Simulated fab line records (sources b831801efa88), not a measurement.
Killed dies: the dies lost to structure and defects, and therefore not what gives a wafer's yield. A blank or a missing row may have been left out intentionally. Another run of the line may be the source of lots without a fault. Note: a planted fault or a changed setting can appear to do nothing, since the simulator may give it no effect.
fab line records	flow sky130
record lots=14	wafers=42	last_day=50
route steps=708 shown VT_ADJUST_HVTR@139 LDD_N@243 LDD_P@266 LDD_HVN@276
lots with no fault: from the same line, run without faults
start_h: hours from the record's opening day to when the first of the lot's shown wafers began	wait_h: hours from the lot's prior step to this one	" same as the row above	L1.1+2: a row that stands for several wafers	- no value, or no start was given	* or withheld: withheld	< > ~ a bound
route shown NAME@n: names a module that has steps shown in the file, with the first one's number in the route	usual: the fault-free wafers' mean and standard deviation	same: alike in all rows	chamber/n: place in a boat	sites: per-site readings	_std_site: the standard deviation of these	_edge_site: the outer-site mean with the inner-site mean subtracted	radius_mm: how far each site lies from the wafer's centre	mask NAME#n: copy n	behind: the last tool/chamber to shape the wafer	hold: why the lot went on hold/how many hours it stayed there/how the hold came to an end	device: which transistor (n, p or np) failed to switch	end of line: the same wafers' tests at the end of the route	for a step that has no rows: nothing shown but its recipe	killed: count of dies lost to structure and defects at first sort (not the wafer's yield)	map: per-die view of a wafer (x killed, . not killed, _ where there is no die)
set.NAME: setting as actually run; set.NAME@STEP: the setting as run at that earlier step	model.NAME: the simulator's own value behind a step, which no gauge read
steps of the route over a sample of lots; a table a step, a row a wafer
services: from which hour (start_h, from the record's first day; less than 0 if before it) a tool's chamber was out of use, for how many hours, and why
## steps
# step SKY_VT_ADJUST_HVTR_OVL_MEAS_08
# usual VT_ADJUST_HVTR_OVL=0.5/1.6
lot.wafer	tool	chamber	start_h	wait_h	VT_ADJUST_HVTR_OVL[nm]
L348.2	overlay-01	-	202.22	0.1	-1.5
L348.5	"	-	"	"	1.1
L348.6	"	-	"	"	-2.2
L349.2	overlay-02	-	209.42	0.1	-0.1
L349.3	"	-	"	"	-0.3
L349.4	"	-	"	"	0.3
L350.3	overlay-01	-	220.14	0.1	-2.6
L350.4	"	-	"	"	-1.8
L350.6	"	-	"	"	-1.2
L352.2	overlay-02	-	233.27	0.1	-1.5
L352.3	"	-	"	"	-1.0
L352.5	"	-	"	"	-3.0
L354.2	overlay-02	-	247.97	0.1	0.6
L354.4	"	-	"	"	-0.9
L354.6	"	-	"	"	-1.1
L358.2	overlay-01	-	278.09	0.1	2.0
L358.4	"	-	"	"	2.0
L358.6	"	-	"	"	0.9
L359.1	overlay-01	-	281.88	0.1	0.7
L359.2	"	-	"	"	-1.4
L359.6	"	-	"	"	0.8
L365.1	overlay-01	-	327.78	0.1	0.3
L365.3	"	-	"	"	0.6
L365.6	"	-	"	"	2.1
L366.1	overlay-01	-	342.78	0.1	3.0
L366.2	"	-	"	"	3.1
L366.5	"	-	"	"	3.2
L367.2	overlay-01	-	351.84	0.1	-0.7
L367.5	"	-	"	"	0.4
L367.6	"	-	"	"	2.2
L368.1	overlay-02	-	353.52	0.1	0.4
L368.5	"	-	"	"	1.0
L368.6	"	-	"	"	-0.2
L369.3	overlay-02	-	359.58	0.1	1.0
L369.4	"	-	"	"	0.4
L369.6	"	-	"	"	1.6
L370.2	overlay-01	-	367.12	0.1	2.9
L370.4	"	-	"	"	1.0
L370.5	"	-	"	"	0.7
L371.1	overlay-01	-	375.23	0.1	2.2
L371.5	"	-	"	"	3.6
L371.6	"	-	"	"	0.8
# step SKY_LDD_N_DEVELOP_06
# recipe develop_time_s=60	dev_temp_c=23
# usual chill_plate_temp_C=22.98/0.11	develop_time_s=60/0
lot.wafer	tool	chamber	start_h	wait_h	chill_plate_temp_C	develop_time_s
L348.2	litho_track-03	0	405.20	0.1	23.03	60
L348.5	"	0	"	"	23.01	60
L348.6	"	0	"	"	23.01	60
L349.2	litho_track-04	0	416.74	0.1	23.19	60
L349.3	"	0	"	"	23.01	60
L349.4	"	0	"	"	23.04	60
L350.3	litho_track-03	0	428.03	0.1	23.16	60
L350.4	"	0	"	"	23.19	60
L350.6	"	0	"	"	23.32	60
L352.2	litho_track-04	0	438.74	0.1	23.07	60
L352.3	"	0	"	"	22.86	60
L352.5	"	0	"	"	23.00	60
L354.2	litho_track-04	0	459.08	0.1	23.02	60
L354.4	"	0	"	"	23.13	60
L354.6	"	0	"	"	22.94	60
L358.2	litho_track-03	-	490.00	0.1	-	-
L358.4	"	-	"	"	-	-
L358.6	"	-	"	"	-	-
L359.1	litho_track-04	-	496.16	0.1	-	-
L359.2	"	-	"	"	-	-
L359.6	"	-	"	"	-	-
L365.1	litho_track-01	0	548.25	0.1	23.03	60
L365.3	"	0	"	"	23.08	60
L365.6	"	0	"	"	22.98	60
L366.1	litho_track-03	0	567.13	0.1	23.00	60
L366.2	"	0	"	"	22.99	60
L366.5	"	0	"	"	23.02	60
L367.2	litho_track-04	0	576.98	0.1	22.96	60
L367.5	"	0	"	"	23.01	60
L367.6	"	0	"	"	23.01	60
L368.1	litho_track-03	0	578.07	0.1	23.05	60
L368.5	"	0	"	"	22.95	60
L368.6	"	0	"	"	22.79	60
L369.3	litho_track-01	0	585.05	0.1	23.04	60
L369.4	"	0	"	"	22.96	60
L369.6	"	0	"	"	23.10	60
L370.2	litho_track-01	0	593.17	0.1	23.00	60
L370.4	"	0	"	"	23.06	60
L370.5	"	0	"	"	22.97	60
L371.1	litho_track-01	0	600.60	0.1	22.80	60
L371.5	"	0	"	"	22.87	60
L371.6	"	0	"	"	22.92	60
# step SKY_LDD_P_TW_MEAS_11
# usual LDD_P_TW=634/3.7
lot.wafer	tool	chamber	start_h	wait_h	LDD_P_TW
L348.2	film_metro-03	-	437.68	0.1	636
L348.5	"	-	"	"	638
L348.6	"	-	"	"	640
L349.2	film_metro-04	-	448.73	0.1	636
L349.3	"	-	"	"	634
L349.4	"	-	"	"	633
L350.3	film_metro-04	-	459.55	0.1	634
L350.4	"	-	"	"	638
L350.6	"	-	"	"	637
L352.2	film_metro-04	-	470.83	0.1	636
L352.3	"	-	"	"	637
L352.5	"	-	"	"	637
L354.2	film_metro-01	-	491.53	0.1	632
L354.4	"	-	"	"	630
L354.6	"	-	"	"	628
L358.2	film_metro-01	-	522.21	0.1	630
L358.4	"	-	"	"	631
L358.6	"	-	"	"	631
L359.1	film_metro-01	-	527.90	0.1	634
L359.2	"	-	"	"	636
L359.6	"	-	"	"	636
L365.1	film_metro-04	-	578.82	0.1	644
L365.3	"	-	"	"	641
L365.6	"	-	"	"	637
L366.1	film_metro-01	-	598.11	0.1	634
L366.2	"	-	"	"	635
L366.5	"	-	"	"	633
L367.2	film_metro-01	-	607.81	0.1	628
L367.5	"	-	"	"	629
L367.6	"	-	"	"	630
L368.1	film_metro-01	-	608.45	0.1	630
L368.5	"	-	"	"	628
L368.6	"	-	"	"	628
L369.3	film_metro-03	-	615.24	0.1	630
L369.4	"	-	"	"	632
L369.6	"	-	"	"	634
L370.2	film_metro-03	-	623.70	0.1	638
L370.4	"	-	"	"	636
L370.5	"	-	"	"	635
L371.1	film_metro-03	-	631.30	0.1	633
L371.5	"	-	"	"	634
L371.6	"	-	"	"	632
# step SKY_LDD_HVN_STRIP_09
# recipe chemistry=O2/N2	power_w=1400	pressure_mtorr=1500	platen_temp_c=withheld	o2_flow_sccm=3000	n2_flow_sccm=300	overash_fraction=0.5
# usual drypump_motor_current_A=5.75/0.27	oes_product_au=0.409/0.0044	strip_time_to_endpoint_s=4.139/0.016
lot.wafer	tool	chamber	start_h	wait_h	drypump_motor_current_A	oes_product_au	rf_hours_counter_h	strip_time_to_endpoint_s
L348.2	plasma_asher-03	1	468.26	0.1	5.90	0.414	63	4.154
L348.5	"	0	"	"	5.95	0.398	-	4.153
L348.6	"	1	"	"	5.92	0.401	-	4.141
L349.2	plasma_asher-03	0	479.30	0.1	5.97	0.410	64	4.129
L349.3	"	1	"	"	5.89	0.414	-	4.134
L349.4	"	0	"	"	5.98	0.414	-	4.140
L350.3	plasma_asher-03	1	490.64	0.1	5.90	0.407	-	4.117
L350.4	"	0	"	"	5.93	0.413	-	4.114
L350.6	"	1	"	"	5.91	0.400	-	4.126
L352.2	plasma_asher-04	1	501.25	0.1	5.25	0.414	80	4.146
L352.3	"	1	"	"	5.25	0.403	-	4.129
L352.5	"	1	"	"	5.25	0.405	-	4.140
L354.2	plasma_asher-04	1	522.11	0.1	5.24	0.412	83	4.143
L354.4	"	1	"	"	5.24	0.404	-	4.148
L354.6	"	0	"	"	5.75	0.414	-	4.155
L358.2	plasma_asher-04	0	551.71	0.1	5.77	0.404	86	4.135
L358.4	"	0	"	"	5.77	0.415	-	4.124
L358.6	"	0	"	"	5.76	0.407	-	4.121
L359.1	plasma_asher-03	0	558.45	0.1	5.98	0.412	73	4.133
L359.2	"	1	"	"	5.94	0.408	73	4.148
L359.6	"	0	"	"	5.97	0.403	-	4.135
L365.1	plasma_asher-01	1	607.71	0.1	6.05	0.414	14	4.157
L365.3	"	1	"	"	6.02	0.403	-	4.132
L365.6	"	0	"	"	5.54	0.408	-	4.131
L366.1	plasma_asher-01	1	626.96	0.1	5.98	0.402	16	4.120
L366.2	"	0	"	"	5.53	0.412	16	4.116
L366.5	"	0	"	"	5.54	0.405	-	4.101
L367.2	plasma_asher-01	0	637.13	0.1	5.53	0.413	17	4.176
L367.5	"	1	"	"	6.01	0.408	-	4.179
L367.6	"	0	"	"	5.53	0.413	-	4.159
L368.1	plasma_asher-03	1	638.25	0.1	5.89	0.414	82	4.151
L368.5	"	1	"	"	5.92	0.410	-	4.150
L368.6	"	0	"	"	5.96	0.401	-	4.138
L369.3	plasma_asher-04	0	644.23	0.1	5.73	0.407	-	4.137
L369.4	"	1	"	"	5.27	0.412	-	4.140
L369.6	"	1	"	"	5.27	0.407	-	4.124
L370.2	plasma_asher-01	1	653.16	0.1	6.05	0.407	19	4.129
L370.4	"	1	"	"	6.06	0.406	-	4.128
L370.5	"	0	"	"	5.54	0.403	-	4.121
L371.1	plasma_asher-01	1	660.61	0.2	5.98	0.418	20	4.139
L371.5	"	1	"	"	6.02	0.413	-	4.136
L371.6	"	0	"	"	5.54	0.409	-	4.134
## services
tool	chamber	start_h	hours	kind
plasma_asher-01	-	421.25	9.0	pm
plasma_asher-01	0	421.25	9.0	vent_cycle
plasma_asher-01	1	421.25	9.0	vent_cycle
plasma_asher-01	0	430.25	-	clean
plasma_asher-01	1	430.25	-	clean
plasma_asher-01	-	488.52	6.4	repair
plasma_asher-01	-	494.95	28.1	pm
litho_track-04	-	582.66	-	consumable_replace:filter
## key
first_sign step=SKY_LDD_N_DEVELOP_06	reading=tool_record	direction=missing
effect none on later readings
met_at SKY_LDD_N_DEVELOP_06
struck_lots L358,L359
sort_left_out L358.2,L358.4,L358.6,L359.1,L359.2,L359.6
tester_left_out L358,L359
not_acting_at SKY_VT_ADJUST_HVTR_OVL_MEAS_08,SKY_LDD_P_TW_MEAS_11,SKY_LDD_HVN_STRIP_09
onset_between 459.08 490.00
fault kind=skipped_step_whole	tool=litho_track-03,litho_track-04	chamber=-	onset_h=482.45	steps=SKY_LDD_N_DEVELOP_06	scope=struck_lots_only
# tester_left_out: of these lots the tester's yield and bins aren't shown, on N5 and GAA mostly nor the transistor test; their killed dies are dies lost to structure and defects alone, not to doping, threshold or leakage, so they don't give the yield
# sort_left_out: the simulated sort isn't trusted on such a fault, so these wafers' sort isn't shown, and their yield isn't known
